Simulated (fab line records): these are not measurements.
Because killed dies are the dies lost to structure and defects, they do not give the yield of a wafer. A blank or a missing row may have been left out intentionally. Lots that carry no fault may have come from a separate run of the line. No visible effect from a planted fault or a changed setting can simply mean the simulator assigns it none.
Problem report in the 8D (eight disciplines) form, filled by code | flow sky130 | the parts of the form that need people (team, actions taken, sign-off) are left out

## 1. PROBLEM STATEMENT
Mean LI_CONTACT_HDPCVD_THK at SKY_LI_CONTACT_THK_MEAS_01: 1267 nm over 3 wafers in 2 lots; fault-free wafers: 929 nm, standard deviation 8.9. Relative to the usual mean, that is a shift of +38 standard deviations.
Earliest sighting: wafer L420.3 on film metro-02 at day 31 20:41. Wafers with a number at this step in the record: 36, from 12 lots. The rule behind "out" and "out of limits": a value lying over 4 standard deviations away from the usual mean. All remaining wafers that have a number are taken as sound.

## 2. WHAT IT IS, AND WHAT IT ISN'T
question                    | is                     | is not
which readings at this step | LI_CONTACT_HDPCVD_THK  | -
which lots                  | L420, L421             | L410, L418, L423, L426, L427, L428, L429, L430, L431, L432
which wafers of those lots  | L420.3, L421.3, L421.5 | L420.2, L420.4, L421.4
read on which gauges        | film metro-02          | film metro-01, film metro-04
when                        | from day 31 20:41      | up to then (8 sound wafers); but 25 sound wafers of L421, L423, L426, L427, L428, L429, L430, L431, L432 came after

## 3. SUSPECTS, AND WHAT RULES EACH OUT
Counting: a tool at a process step up to the reading stays a suspect if it ran every lot that is out. Sound lots after the first of them don't rule it out here, since some wafers of a struck lot are sound.
- the gauge at SKY_LI_CONTACT_THK_MEAS_01: ruled out. All the wafers that are out were read on film metro-02, but those of them that SKY_LI_CONTACT_CMP_02 has rows for are out there too, on other tools.
- hdpcvd-02 at SKY_LI_CONTACT_HDPCVD_00 (deposits PSG, target thk 930 nm, time 155 s): kept. It ran every lot that is out, first L420 (day 31 20:35); its last sound lot up to then is L418 (day 30 14:34).
Remaining after the count: hdpcvd-02 at SKY_LI_CONTACT_HDPCVD_00.

## 4. THE CAUSE (what the simulator had put in)
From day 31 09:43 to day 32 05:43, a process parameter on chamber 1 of hdpcvd-02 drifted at SKY_LI_CONTACT_HDPCVD_00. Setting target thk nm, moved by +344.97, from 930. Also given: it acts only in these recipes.
Counting left only this tool.

## 5. SEQUENCE OF EFFECTS, ordered by route
Rows list readings where the struck wafers' mean (over those with a number) sits beyond 3 standard deviations from the usual. Only readings for which the record gives a usual standard deviation are gone through. hours: the time from each lot's start at the first step in this table that gives one to its start at this step, as a median over the lots. sigmas: the change in usual standard deviations.
hours | step                       | reading               | usual  | on struck wafers | change | sigmas
0     | SKY_LI_CONTACT_THK_MEAS_01 | LI_CONTACT_HDPCVD_THK | 929 nm | 1267             | +338   | +38
0     | SKY_LI_CONTACT_CMP_02      | time to endpoint s    | 31.2 s | 62.5             | +31.3  | +13
Its process steps:
- SKY_LI_CONTACT_CMP_02: polishes PSG.
Later measuring or inspecting steps at which every struck wafer that the step has a row for has a number for every such reading, and none has moved that far: SKY_LOCAL_INTERCONNECT_RS_MEAS_01.

## 6. WHAT WOULD HAVE CAUGHT IT SOONER
Counted from the fault's start at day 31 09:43, it took 11 hours until the first out-of-limits reading at a measuring or inspecting step in this record, taken at day 31 20:41.
L421, from the lots that are out (2), started SKY_LI_CONTACT_HDPCVD_00 on hdpcvd-02 later than day 31 20:41. It would have been spared by a hold on the tool at that moment.
